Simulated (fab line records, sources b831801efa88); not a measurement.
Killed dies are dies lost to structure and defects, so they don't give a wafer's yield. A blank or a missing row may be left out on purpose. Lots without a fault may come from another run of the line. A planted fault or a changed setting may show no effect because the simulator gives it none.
fab line records | flow sfq_line | part 1 of 2: steps 1 to 23 of 33
record lots=5 wafers=15 last_day=88
route steps=325 shown M4@160 I4@163 JJ@178
lots that met no fault: from a run of the same line without faults
start_h: hours from the record's first day to the start of the lot's first wafer shown | wait_h: hours since the lot's step before | " the same as in the row above | L1.1+2: a row that stands for several wafers | - no value, or no start given | * or withheld: withheld | < > ~ a bound
route shown NAME@n: a module of which the file shows steps, and the number in the route of the first | usual: mean/standard deviation of fault-free wafers | same: alike in all rows | chamber/n: place in a boat | sites: the reading at each site | _std_site: their standard deviation | _edge_site: outer sites' mean less inner sites' | radius_mm: how far each site lies from the wafer's centre | mask NAME#n: copy n | behind: the tool/chamber that last shaped the wafer | hold: why the lot was held/for how many hours/how that ended | device: the transistor (n, p or np) that didn't switch | end of line: the same wafers' tests at the end of the route | a step without rows: its recipe alone | killed: dies lost to structure and defects at the first sort, not the wafer's yield | map: a wafer's dies, x killed, . not, _ none there
set.NAME: the setting as run; set.NAME@STEP: as run at that earlier step | model.NAME: the simulator's own value behind a step, which no gauge read
lots at some steps of the route; a table a step, a row a wafer
services: from which hour (start_h, from the record's first day; less than 0 if before it) a tool's chamber was out of use, for how many hours, and why
## steps
# step SFQ_TRILAYER_M4_ETCH_METAL_ETCH_096
# recipe target=Nb stop_on=SiO2 mask_material=PR chemistry=Cl2/Ar target_depth_nm=240 icp_w=600 bias_w=80 pressure_mtorr=10 time_s=120
# usual bias_w=79.98/0.29 drypump_motor_current_A=5.52/0.18 oes_product_au=0.895/0.0067
# columns lot.wafer tool chamber start_h wait_h bias_w drypump_motor_current_A oes_product_au rf_hours_counter_h
L080.3 rie_metal-02 1 1061.85 0.1 80.07 5.83 0.896 -
L080.5 " 0 " " 79.92 5.21 0.896 -
L080.6 " 1 " " 80.21 5.82 0.875 -
L082.1 rie_metal-04 0 1086.78 0.0 79.32 5.59 0.887 120
L082.5 " 1 " " 80.14 5.56 0.888 -
L082.6 " 0 " " 79.93 5.56 0.899 -
L085.1 rie_metal-02 1 1113.18 0.0 79.92 5.82 0.904 24
L085.3 " 0 " " 80.47 5.21 0.895 -
L085.5 " 1 " " 79.64 5.82 0.891 -
L094.3 rie_metal-02 1 1192.47 0.1 79.83 5.83 0.897 -
L094.4 " 0 " " 79.90 5.22 0.893 -
L094.6 " 0 " " 79.88 5.20 0.893 -
L096.2 rie_metal-02 1 1204.43 0.0 80.33 5.83 0.883 37
L096.5 " 1 " " 80.30 5.83 0.895 -
L096.6 " 0 " " 80.06 5.19 0.889 -
# step SFQ_TRILAYER_M4_STRIP_STRIP_097
# recipe gas=O2 power_w=200 platen_temp_c=40 overash_fraction=0.65 chemistry=O2 pressure_mtorr=50
# usual drypump_motor_current_A=5.52/0.18 oes_product_au=1.002/0.0085
# same overash_fraction=0.65
# columns lot.wafer tool chamber start_h wait_h drypump_motor_current_A oes_product_au rf_hours_counter_h
L080.3 rie_metal-02 1 1062.13 0.2 5.83 0.999 -
L080.5 " 0 " " 5.22 1.005 -
L080.6 " 1 " " 5.81 1.014 -
L082.1 rie_metal-04 0 1086.90 0.1 5.57 1.000 120
L082.5 " 1 " " 5.56 0.984 -
L082.6 " 0 " " 5.58 1.010 -
L085.1 rie_metal-02 1 1113.30 0.1 5.84 1.006 24
L085.3 " 0 " " 5.21 1.015 -
L085.5 " 1 " " 5.83 1.015 -
L094.3 rie_metal-02 1 1192.75 0.2 5.82 1.003 -
L094.4 " 0 " " 5.22 1.011 -
L094.6 " 0 " " 5.24 1.000 -
L096.2 rie_metal-02 1 1204.55 0.1 5.83 0.993 37
L096.5 " 1 " " 5.81 1.005 -
L096.6 " 0 " " 5.24 0.996 -
# step SFQ_TRILAYER_M4_STRIP_SOLV_CLEAN_098
# recipe chemistry=NMP temp_c=70 time_s=600
# columns lot.wafer tool chamber start_h wait_h
L080.3+5+6 wet_bench-02 5,7,3 1062.53 0.2
L082.1+5+6 wet_bench-04 1,6,7 1087.50 0.4
L085.1+3+5 wet_bench-03 2,3,7 1113.90 0.4
L094.3+4+6 wet_bench-02 6,0,5 1193.15 0.2
L096.2+5+6 wet_bench-02 4,6,1 1205.15 0.4
# step SFQ_TRILAYER_I4_DEP_PECVD_099
# recipe material=SiO2 temp_c=150 time_s=111.11 pressure_torr=2.4 rf_w=183.3 precursor=SiH4/N2O target_thk_nm=500
# usual heater_power_w=88/15 throttle_valve_pct=24.4/1.3
# columns lot.wafer tool chamber start_h wait_h heater_power_w throttle_valve_pct
L080.3 pecvd-03 0 1062.71 0.0 79 23.0
L080.5 " 1 " " 72 23.3
L080.6 " 0 " " 79 23.0
L082.1 pecvd-03 0 1087.68 0.0 77 22.9
L082.5 " 2 " " 118 26.3
L082.6 " 1 " " 60 23.1
L085.1 pecvd-04 1 1114.08 0.0 110 23.4
L085.3 " 0 " " 94 24.5
L085.5 " 2 " " 92 22.7
L094.3 pecvd-03 0 1193.33 0.0 79 23.1
L094.4 " 2 " " 104 25.9
L094.6 " 0 " " 64 23.0
L096.2 pecvd-03 1 1205.33 0.0 61 23.2
L096.5 " 1 " " 63 23.4
L096.6 " 0 " " 81 22.9
# step SFQ_TRILAYER_I4_CMP_CMP_100
# recipe material=SiO2 down_force_psi=3 platen_rpm=60 pad_velocity_m_s=0.94248
# usual motor_current_A=10.2/0.79 platen_rpm=60.00/0.045 time_to_endpoint_s=217/6.8
# columns lot.wafer tool chamber start_h wait_h motor_current_A platen_rpm time_to_endpoint_s
L080.3 cmp-01 2 1063.78 1.0 10.7 60.00 207
L080.5 " 0 1064.78 2.0 9.2 60.04 221
L080.6 " 1 " " 10.4 60.07 220
L082.1 cmp-01 3 1090.84 3.1 11.0 60.07 205
L082.6 " 2 1092.34 4.6 10.8 60.05 218
L082.5 " 3 " " 10.7 60.00 214
L085.3 cmp-02 0 1133.08 19.0 9.9 60.02 219
L085.1 " 1 " " 10.0 60.00 220
L085.5 " 0 1135.08 20.9 9.5 60.03 224
L094.4 cmp-01 2 1214.50 21.1 10.5 59.94 210
L094.3 " 0 1215.50 22.1 9.4 60.01 211
L094.6 " 2 1216.50 23.1 10.1 59.91 215
L096.2 cmp-02 0 1226.23 20.9 9.6 60.01 220
L096.6 " 3 1227.84 22.4 11.4 59.99 228
L096.5 " 0 " " 9.7 59.85 220
# step SFQ_I4_BOW_MEAS_927
# recipe mode=bow
# usual I4_BOW=3/7
# columns lot.wafer tool chamber start_h wait_h I4_BOW[um]
L080.3 film_metro-02 - 1065.82 1.5 8
L080.5 " - " " 13
L080.6 " - " " -5
L082.1 film_metro-03 - 1093.34 2.0 6
L082.5 " - " " 6
L082.6 " - " " 8
L085.1 film_metro-01 - 1136.08 2.0 -1
L085.3 " - " " 6
L085.5 " - " " -1
L094.3 film_metro-01 - 1217.04 1.0 20
L094.4 " - " " -3
L094.6 " - " " 3
L096.2 film_metro-01 - 1228.94 2.2 -9
L096.5 " - " " 6
L096.6 " - " " -3
# step SFQ_TRILAYER_I4_METRO_MEASURE_101
# usual thk_nm=200.2/1.1
# columns lot.wafer tool chamber start_h wait_h thk_nm
L080.3 film_metro-02 - 1066.30 0.5 200.6
L080.5 " - " " 200.8
L080.6 " - " " 202.5
L082.1 film_metro-03 - 1093.46 0.1 198.9
L082.5 " - " " 199.5
L082.6 " - " " 200.1
L085.1 film_metro-01 - 1136.20 0.1 200.6
L085.3 " - " " 201.0
L085.5 " - " " 201.0
L094.3 film_metro-01 - 1217.52 0.5 200.0
L094.4 " - " " 198.1
L094.6 " - " " 199.3
L096.2 film_metro-01 - 1229.24 0.3 200.8
L096.5 " - " " 199.7
L096.6 " - " " 200.3
# step SFQ_TRILAYER_I4_VIA_LITHO_COAT_108
# recipe resist=BARC spin_rpm=3000 resist_thk_nm=62
# usual exhaust_pa=45.2/0.89
# columns lot.wafer tool chamber start_h wait_h exhaust_pa
L080.3 litho_track-01 0 1067.20 0.7 44.4
L080.5 " 0 " " 43.7
L080.6 " 0 " " 43.2
L082.1 litho_track-03 0 1094.66 1.0 45.8
L082.5 " 0 " " 45.1
L082.6 " 0 " " 44.8
L085.1 litho_track-01 0 1137.40 1.0 45.9
L085.3 " 0 " " 45.8
L085.5 " 0 " " 46.1
L094.3 litho_track-03 0 1218.42 0.7 46.3
L094.4 " 0 " " 44.5
L094.6 " 0 " " 44.5
L096.2 litho_track-04 0 1230.29 0.8 44.8
L096.5 " 0 " " 44.7
L096.6 " 0 " " 46.7
# step SFQ_TRILAYER_I4_VIA_LITHO_COAT_103
# recipe resist=KrF spin_rpm=3000 resist_thk_nm=650
# usual exhaust_pa=45.0/0.96
# columns lot.wafer tool chamber start_h wait_h exhaust_pa
L080.3 litho_track-01 0 1067.50 0.2 43.7
L080.5 " 0 " " 44.4
L080.6 " 0 " " 44.5
L082.1 litho_track-03 0 1094.96 0.2 46.5
L082.5 " 0 " " 45.7
L082.6 " 0 " " 44.6
L085.1 litho_track-01 0 1137.70 0.2 45.0
L085.3 " 0 " " 46.6
L085.5 " 0 " " 44.8
L094.3 litho_track-03 0 1218.72 0.2 45.6
L094.4 " 0 " " 45.6
L094.6 " 0 " " 44.9
L096.2 litho_track-04 0 1230.59 0.2 45.8
L096.5 " 0 " " 45.8
L096.6 " 0 " " 45.1
# step SFQ_TRILAYER_I4_VIA_LITHO_SOFTBAKE_107
# recipe temp_c=withheld time_s=withheld resist=KrF
# usual exhaust_pa=44.9/0.97
# columns lot.wafer tool chamber start_h wait_h exhaust_pa
L080.3 litho_track-01 0 1067.75 0.2 45.0
L080.5 " 0 " " 46.4
L080.6 " 0 " " 44.9
L082.1 litho_track-03 0 1095.26 0.2 43.8
L082.5 " 0 " " 44.5
L082.6 " 0 " " 45.4
L085.1 litho_track-01 0 1138.00 0.2 44.7
L085.3 " 0 " " 45.7
L085.5 " 0 " " 44.7
L094.3 litho_track-03 0 1218.97 0.2 45.0
L094.4 " 0 " " 44.7
L094.6 " 0 " " 45.7
L096.2 litho_track-04 0 1230.86 0.2 45.1
L096.5 " 0 " " 43.7
L096.6 " 0 " " 43.2
# step SFQ_TRILAYER_I4_VIA_LITHO_EXPOSE_104
# recipe mask_id=I4 na=0.6 source_shape=conventional sigma_outer=0.65 target_cd_nm=700 dose_mj=21.3
# columns lot.wafer tool chamber start_h wait_h mask
L080.3+5+6 krf_scanner-02 0 1205.63 - I4#0
L082.1+5+6 krf_scanner-01 0 1238.56 - I4#0
L085.1+3+5 krf_scanner-02 0 1262.62 - I4#0
L094.3+4+6 krf_scanner-02 0 1356.51 - I4#0
L096.2+5+6 krf_scanner-01 0 1370.26 - I4#0
# step SFQ_TRILAYER_I4_VIA_LITHO_PEB_106
# recipe peb_temp_c=115 peb_time_s=60 resist=KrF
# usual exhaust_pa=44.9/0.88
# same peb_time_s=60
# columns lot.wafer tool chamber start_h wait_h exhaust_pa
L080.3 litho_track-03 0 1206.48 0.7 45.5
L080.5 " 0 " " 44.8
L080.6 " 0 " " 45.6
L082.1 litho_track-01 0 1239.76 1.0 44.8
L082.5 " 0 " " 44.6
L082.6 " 0 " " 47.1
L085.1 litho_track-04 0 1263.82 1.0 44.8
L085.3 " 0 " " 46.3
L085.5 " 0 " " 46.5
L094.3 litho_track-01 0 1357.36 0.7 45.0
L094.4 " 0 " " 45.1
L094.6 " 0 " " 46.2
L096.2 litho_track-01 0 1371.29 0.8 45.1
L096.5 " 0 " " 45.3
L096.6 " 0 " " 44.5
# step SFQ_TRILAYER_I4_VIA_LITHO_DEVELOP_105
# recipe time_s=60 resist=KrF
# usual exhaust_pa=45.1/0.83
# columns lot.wafer tool chamber start_h wait_h exhaust_pa
L080.3 litho_track-03 0 1206.63 0.1 45.2
L080.5 " 0 " " 45.4
L080.6 " 0 " " 47.5
L082.1 litho_track-01 0 1239.91 0.1 44.6
L082.5 " 0 " " 45.6
L082.6 " 0 " " 45.5
L085.1 litho_track-04 0 1263.97 0.1 44.1
L085.3 " 0 " " 44.4
L085.5 " 0 " " 44.9
L094.3 litho_track-01 0 1357.51 0.1 45.8
L094.4 " 0 " " 46.2
L094.6 " 0 " " 45.5
L096.2 litho_track-01 0 1371.44 0.1 45.5
L096.5 " 0 " " 45.6
L096.6 " 0 " " 45.4
# step SFQ_I4_OVL_MEAS_928
# usual I4_OVL=1/5.9
# columns lot.wafer tool chamber start_h wait_h I4_OVL[nm]
L080.3 overlay-01 - 1206.75 0.1 12
L080.5 " - " " 5
L080.6 " - " " 10
L082.1 overlay-02 - 1240.06 0.1 5
L082.5 " - " " 2
L082.6 " - " " -4
L085.1 overlay-01 - 1264.12 0.1 -3
L085.3 " - " " -4
L085.5 " - " " -9
L094.3 overlay-02 - 1357.62 0.1 -4
L094.4 " - " " -7
L094.6 " - " " -3
L096.2 overlay-02 - 1371.57 0.1 -1
L096.5 " - " " -12
L096.6 " - " " -5
# step SFQ_TRILAYER_I4_VIA_BARC_OPEN_VIA_ETCH_146
# recipe mask_material=PR chemistry=O2 target_depth_nm=125 target=BARC source_w=500 bias_w=80 pressure_mtorr=30 time_s=41.7
# usual bias_w=79.99/0.23 drypump_motor_current_A=6.0/0.53 oes_product_au=0.685/0.0049
# columns lot.wafer tool chamber start_h wait_h bias_w drypump_motor_current_A oes_product_au rf_hours_counter_h
L080.3 rie_diel-02 1 1206.77 0.0 80.12 6.3 0.685 10
L080.5 " 3 " " 80.18 5.6 0.679 -
L080.6 " 2 " " 79.76 6.1 0.682 -
L082.1 rie_diel-02 1 1240.10 0.0 80.29 6.3 0.680 10
L082.5 " 3 " " 80.08 5.6 0.678 -
L082.6 " 2 " " 79.77 6.0 0.680 -
L085.1 rie_diel-04 3 1264.15 0.0 80.12 6.7 0.688 9
L085.3 " 2 " " 80.13 6.4 0.688 4
L085.5 " 3 " " 80.20 6.7 0.685 -
L094.3 rie_diel-02 1 1357.64 0.0 79.58 6.3 0.686 12
L094.4 " 2 " " 79.87 6.0 0.673 8
L094.6 " 2 " " 80.02 6.0 0.689 -
L096.2 rie_diel-02 1 1371.60 0.0 79.44 6.3 0.681 12
L096.5 " 0 " " 79.94 6.1 0.682 -
L096.6 " 1 " " 80.04 6.3 0.692 -
# step SFQ_TRILAYER_I4_VIA_ETCH_VIA_ETCH_106
# recipe target=SiO2 stop_on=Nb mask_material=PR taper_deg=20 chemistry=CHF3 target_depth_nm=260 source_w=500 bias_w=80 pressure_mtorr=30 time_s=withheld
# usual bias_w=80.00/0.25 drypump_motor_current_A=6.0/0.52 oes_product_au=0.855/0.0051
# columns lot.wafer tool chamber start_h wait_h bias_w drypump_motor_current_A oes_product_au
L080.3 rie_diel-02 1 1206.81 0.0 80.04 6.3 0.857
L080.5 " 3 " " 80.36 5.6 0.861
L080.6 " 2 " " 79.99 6.0 0.854
L082.1 rie_diel-02 1 1240.14 0.0 80.07 6.3 0.844
L082.5 " 3 " " 79.73 5.6 0.858
L082.6 " 2 " " 80.07 6.0 0.858
L085.1 rie_diel-04 3 1264.19 0.0 79.82 6.7 0.855
L085.3 " 2 " " 80.29 6.5 0.861
L085.5 " 3 " " 80.06 6.7 0.851
L094.3 rie_diel-02 1 1357.68 0.0 79.87 6.3 0.861
L094.4 " 2 " " 79.87 6.1 0.849
L094.6 " 2 " " 79.71 6.1 0.851
L096.2 rie_diel-02 2 1371.64 0.0 79.88 6.0 0.858
L096.5 " 2 " " 80.01 6.0 0.851
L096.6 " 3 " " 80.10 5.5 0.853
# step SFQ_TRILAYER_I4_VIA_STRIP_STRIP_107
# recipe gas=O2 power_w=200 platen_temp_c=40 overash_fraction=0.65 chemistry=O2 pressure_mtorr=50
# usual drypump_motor_current_A=5.52/0.28 oes_product_au=1.001/0.0078
# same overash_fraction=0.65
# columns lot.wafer tool chamber start_h wait_h drypump_motor_current_A oes_product_au rf_hours_counter_h
L080.3 rie_metal-04 1 1207.12 - 5.53 1.002 -
L080.5 " 0 " " 5.59 1.009 -
L080.6 " 1 " " 5.55 0.999 -
L082.1 rie_metal-03 1 1240.25 - 5.78 1.005 30
L082.5 " 1 " " 5.75 1.008 -
L082.6 " 0 " " 5.17 1.009 -
L085.1 rie_metal-02 0 1264.30 - 5.22 1.004 65
L085.3 " 0 " " 5.22 0.990 -
L085.5 " 0 " " 5.23 0.987 -
L094.3 rie_metal-02 1 1358.00 - 5.80 0.994 -
L094.4 " 0 " " 5.22 0.984 -
L094.6 " 1 " " 5.82 1.003 -
L096.2 rie_metal-02 0 1371.75 - 5.20 1.006 79
L096.5 " 0 " " 5.21 1.001 -
L096.6 " 1 " " 5.82 0.993 -
# step SFQ_TRILAYER_I4_VIA_STRIP_SOLV_CLEAN_108
# recipe chemistry=NMP temp_c=70 time_s=600
# columns lot.wafer tool chamber start_h wait_h
L080.3+5+6 wet_bench-01 2,3,0 1207.52 0.2
L082.1+5+6 wet_bench-04 1,7,3 1240.85 0.4
L085.1+3+5 wet_bench-02 4,5,6 1264.90 0.4
L094.3+4+6 wet_bench-04 5,4,3 1358.40 0.2
L096.2+5+6 wet_bench-01 7,1,5 1372.35 0.4
# step SFQ_TRILAYER_JJ_TRILAYER_DEP_PRE_CLEAN_113
# recipe gas=Ar time_s=22.5 bias_v=250
# usual bias_v=249.8/2.5
# columns lot.wafer tool chamber start_h wait_h bias_v
L080.3 pvd_sputter-06 - 1207.70 0.0 250.2
L080.5 " - " " 250.7
L080.6 " - " " 249.4
L082.1 pvd_sputter-06 - 1241.03 0.0 246.6
L082.5 " - " " 253.6
L082.6 " - " " 249.3
L085.1 pvd_sputter-03 - 1265.08 0.0 254.2
L085.3 " - " " 250.7
L085.5 " - " " 246.3
L094.3 pvd_sputter-05 - 1358.75 0.0 254.7
L094.4 " - " " 249.1
L094.6 " - " " 253.3
L096.2 pvd_sputter-05 - 1372.53 0.0 250.5
L096.5 " - " " 248.1
L096.6 " - " " 250.2
# step SFQ_TRILAYER_JJ_TRILAYER_DEP_SPUTTER_109
# recipe material=Nb base_pressure_pa=1.33e-06 chamber_pressure_pa=0.1333 substrate_temp_c=20 target_thk_nm=150 power_w=2000 time_s=100
# usual substrate_temp_c=19.99/0.11 throttle_valve_pct=29.3/1
# columns lot.wafer tool chamber start_h wait_h substrate_temp_c throttle_valve_pct
L080.3 pvd_sputter-06 - 1207.73 0.0 20.26 28.7
L080.5 " - " " 19.97 30.2
L080.6 " - " " 20.02 29.5
L082.1 pvd_sputter-06 - 1241.06 0.0 20.05 28.1
L082.5 " - " " 19.94 29.6
L082.6 " - " " 20.16 30.1
L085.1 pvd_sputter-03 - 1265.11 0.0 19.81 29.3
L085.3 " - " " 20.04 28.5
L085.5 " - " " 19.97 32.1
L094.3 pvd_sputter-05 - 1358.78 0.0 20.04 30.5
L094.4 " - " " 19.98 30.2
L094.6 " - " " 19.96 28.3
L096.2 pvd_sputter-05 - 1372.56 0.0 20.02 30.4
L096.5 " - " " 19.94 30.1
L096.6 " - " " 20.03 28.2
# step SFQ_TRILAYER_JJ_TRILAYER_DEP_SPUTTER_110
# recipe material=Al base_pressure_pa=1.33e-06 target_thk_nm=8 power_w=500 time_s=10 chamber_pressure_pa=0.4
# usual throttle_valve_pct=29.3/1
# columns lot.wafer tool chamber start_h wait_h throttle_valve_pct
L080.3 pvd_sputter-06 - 1207.80 0.0 28.3
L080.5 " - " " 30.2
L080.6 " - " " 29.5
L082.1 pvd_sputter-06 - 1241.13 0.0 28.1
L082.5 " - " " 29.2
L082.6 " - " " 30.3
L085.1 pvd_sputter-03 - 1265.18 0.0 29.3
L085.3 " - " " 28.0
L085.5 " - " " 32.3
L094.3 pvd_sputter-05 - 1358.85 0.0 30.4
L094.4 " - " " 30.3
L094.6 " - " " 28.5
L096.2 pvd_sputter-05 - 1372.63 0.0 30.2
L096.5 " - " " 30.5
L096.6 " - " " 28.7
# step SFQ_TRILAYER_JJ_TRILAYER_DEP_AL_OXIDATION_111
# recipe pressure_mbar=0.014667 oxidation_time_s=600 temperature_k=293
# columns lot.wafer tool chamber start_h wait_h
L080.3+5+6 pvd_sputter-06 - 1207.82 0.0
L082.1+5+6 pvd_sputter-06 - 1241.15 0.0
L085.1+3+5 pvd_sputter-03 - 1265.20 0.0
L094.3+4+6 pvd_sputter-05 - 1358.87 0.0
L096.2+5+6 pvd_sputter-05 - 1372.65 0.0
# step SFQ_TRILAYER_JJ_TRILAYER_DEP_SPUTTER_112
# recipe material=Nb base_pressure_pa=1.33e-06 chamber_pressure_pa=0.1333 substrate_temp_c=20 target_thk_nm=170 power_w=2000 time_s=113.3
# usual substrate_temp_c=20.00/0.091 throttle_valve_pct=29.3/1.1
# columns lot.wafer tool chamber start_h wait_h substrate_temp_c throttle_valve_pct
L080.3 pvd_sputter-06 - 1208.82 0.5 19.93 28.3
L080.5 " - " " 20.07 30.1
L080.6 " - " " 20.00 29.3
L082.1 pvd_sputter-06 - 1242.15 0.5 19.99 28.3
L082.5 " - " " 19.92 29.1
L082.6 " - " " 20.09 30.2
L085.1 pvd_sputter-03 - 1266.20 0.5 19.90 29.2
L085.3 " - " " 20.18 28.7
L085.5 " - " " 19.93 32.0
L094.3 pvd_sputter-05 - 1359.87 0.5 20.01 30.5
L094.4 " - " " 19.96 30.4
L094.6 " - " " 20.09 28.4
L096.2 pvd_sputter-05 - 1373.65 0.5 19.98 30.7
L096.5 " - " " 19.95 30.3
L096.6 " - " " 19.89 28.4
